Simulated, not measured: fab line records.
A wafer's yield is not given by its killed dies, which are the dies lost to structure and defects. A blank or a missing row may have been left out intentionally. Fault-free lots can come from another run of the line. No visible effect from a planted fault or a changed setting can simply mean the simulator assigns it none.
Chamber matching -- flow gf180mcu -- GF_PASSIVATION_ETCH_11 on rie_diel-04: 4 sister chambers
The step etches the open film in CF4/O2, stops on TiN, target depth 1800 nm, time 400 s. 4 wafers are shown with their chamber, then 8 later ones without.

== WAFERS PAIRED WITH THEIR CHAMBERS ==
wafer,chamber,throttle_valve_pct (%)
L351.3,0,5.964
L351.5,2,5.970
L351.6,3,5.966
L353.1,1,5.965

== WAFERS WITHOUT THEIR CHAMBER ==
wafer,throttle_valve_pct (%)
L353.3,5.963
L353.4,5.979
L358.2,5.969
L358.3,5.950
L358.5,5.980
L359.2,5.944
L359.3,5.957
L359.4,5.958

== WHICH CHAMBER EACH WENT THROUGH ==
wafer,from the rows above,in truth
L353.3,can't be placed: 0 or 1 or 3 or 2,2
L353.4,can't be placed: 2 or 3 or 1 or 0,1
L358.2,can't be placed: 2 or 3 or 1 or 0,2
L358.3,can't be placed: 0 or 1 or 3 or 2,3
L358.5,can't be placed: 2 or 3 or 1 or 0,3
L359.2,can't be placed: 0 or 1 or 3 or 2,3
L359.3,can't be placed: 0 or 1 or 3 or 2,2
L359.4,can't be placed: 0 or 1 or 3 or 2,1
0 of 8 placed correctly. These rows do not allow placing 8 (true chamber among the candidates in 8). Number placed wrongly: 0.
How it was worked out, from the rows above alone: a wafer's distance from a chamber is the root of the sum, over the readings, of the square of ((its reading less the chamber's mean) divided by the reading's scatter). If the next closest chamber is less than 2 further off than the closest, the wafer can't be placed; otherwise it belongs to the closest. The mean given for a chamber averages the wafers shown for that chamber. The scatter: with one shown wafer a chamber, the root of the mean of the squares of how far each hidden wafer lies from its nearest shown one.
